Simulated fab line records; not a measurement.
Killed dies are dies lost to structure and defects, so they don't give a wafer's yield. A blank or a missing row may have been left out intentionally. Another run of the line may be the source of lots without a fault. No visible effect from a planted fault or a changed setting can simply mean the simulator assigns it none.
A lot that was struck, set against a sound lot	flow sky130	19 out of 708 route steps
Sound: these wafers, L661.1, L661.4, L661.5. The struck wafers were L666.4, L666.5, L666.6. The cause comes at the end.
At each step with rows: each side's tool, then ch and its chambers, then its first start. Under that, the readings that differ: sound wafers	struck wafers	difference of the means	sigmas: that difference in standard deviations of wafers without a fault.
alike: readings whose means differ by less than 2 such deviations, and words and numbers that are the same on both sides. not compared: withheld readings, readings that some wafer has no value for, bounds like >300 that may hide the same value, and numbers for which the record gives no deviation and whose values overlap.
Wherever a step has rows on one side only, a row that says differs or no value, or a row with sigmas, the two part there. When numbers do not overlap yet have no deviation, they are printed without sigmas and do not part them. A reading that every wafer of one side lacks parts them only if that side has two wafers or more.

first, 1 step without rows for these wafers: SKY_LOCAL_INTERCONNECT_CLEAN_18 (cleans in O3/DIW).
SKY_CONTACT_CVD_00: deposits Si3N4, target thk 75 nm.
  sound on pecvd-03 ch 0,2, day 32 06:18; struck on pecvd-01 ch 0,1,2, day 34 10:32
  alike: heater_power_w, susceptor_temp_C
SKY_CONTACT_THK_MEAS_01:
  struck on film_metro-01, day 34 10:35; sound on film_metro-01, day 32 06:20
  alike: CONTACT_CVD_00_THK
then, 1 step without rows for these wafers: SKY_CONTACT_HDPCVD_02 (deposits SiO2, target thk 565 nm, time 94.2 s).
SKY_CONTACT_THK_MEAS_03:
  struck on film_metro-04, day 34 10:43; sound on film_metro-01, day 32 06:28
  alike: CONTACT_HDPCVD_THK
SKY_CONTACT_CMP_04: polishes SiO2.
  sound on cmp-01 ch 0,2, day 32 06:47; struck on cmp-02 ch 1,2, day 34 10:47
reading	sound	struck	difference	sigmas
motor_current_A (A)	13.1 13.2 14.5	11.1 12.1 10.9	-2.2	-2
  alike: time_to_endpoint_s
SKY_CONTACT_BOW_MEAS_05:
  struck on film_metro-02, day 34 11:06; sound on film_metro-02, day 32 07:02
  alike: CONTACT_BOW
then, 5 steps without rows for these wafers: SKY_CONTACT_DEHYDRATE_06 (time 60 s); SKY_CONTACT_HMDS_07 (prime time 60 s); SKY_CONTACT_COAT_08 (resist thk 60 nm); SKY_CONTACT_COAT_09 (resist thk 450 nm); SKY_CONTACT_SOFTBAKE_10 (time 90 s).
SKY_CONTACT_EXPOSE_11: exposes mask CTM1, target cd 170 nm.
  sound on krf_scanner-02 ch 0, day 32 20:59; struck on krf_scanner-01 ch 0, day 35 00:31
reading	sound	struck	difference	sigmas
model.CONTACT.overlay_x_nm (nm)	-0.9003 -0.9003 -0.9003	60.84 60.84 60.84	+61.74	
  alike: mask
then, 2 steps without rows for these wafers: SKY_CONTACT_PEB_12; SKY_CONTACT_DEVELOP_13 (develop time 60 s).
SKY_CONTACT_CD_MEAS_14 targets a cd of 170 nm.
  struck on cd_sem-01, day 35 13:51; sound on cd_sem-02, day 33 10:18
  alike: cd_nm
SKY_CONTACT_OVL_MEAS_15:
  struck on overlay-01, day 35 13:56; sound on overlay-02, day 33 10:25
reading	sound	struck	difference	sigmas
CONTACT_OVL (nm)	-7 -8 -1	63 60 68	+69	+16
SKY_CONTACT_ETCH_16: etches BARC in N2/H2, stops on SiO2, time 45.9 s, target depth 60 nm.
  sound on rie_diel-03 ch 0,1,2, day 33 10:27; struck on rie_diel-01 ch 0,2,3, day 35 13:57
  alike: drypump_motor_current_A, oes_product_au, throttle_valve_pct
  not compared: rf_hours_counter_h
-- the record jumps here: 13 days lie between the struck wafers' starts before and after (it left off in module CONTACT and takes up again in module PAD_OPEN, whose first step shown is number 708 of the route) --
SKY_PAD_OPEN_PROBE_99:
  struck on prober-02, day 49 00:15; sound on prober-02, day 47 08:08
reading	sound	struck	difference	sigmas
model.etest.mcon_chain.rc_ohm	16.4 16.38 17.38	17.86 18.43 18.02	+1.38	
  alike: killed_at_M0_to_M3, killed_at_M4_up, killed_at_contacts, killed_at_front_end, killed_at_other, killed_dies, killed_open, killed_short

## WHERE THEY PART
First at SKY_CONTACT_CMP_04; last, within this record, at SKY_CONTACT_OVL_MEAS_15. Later steps at which nothing parts them and some readings are alike: SKY_CONTACT_ETCH_16, SKY_PAD_OPEN_PROBE_99.

WHY: what had been put in by the simulator
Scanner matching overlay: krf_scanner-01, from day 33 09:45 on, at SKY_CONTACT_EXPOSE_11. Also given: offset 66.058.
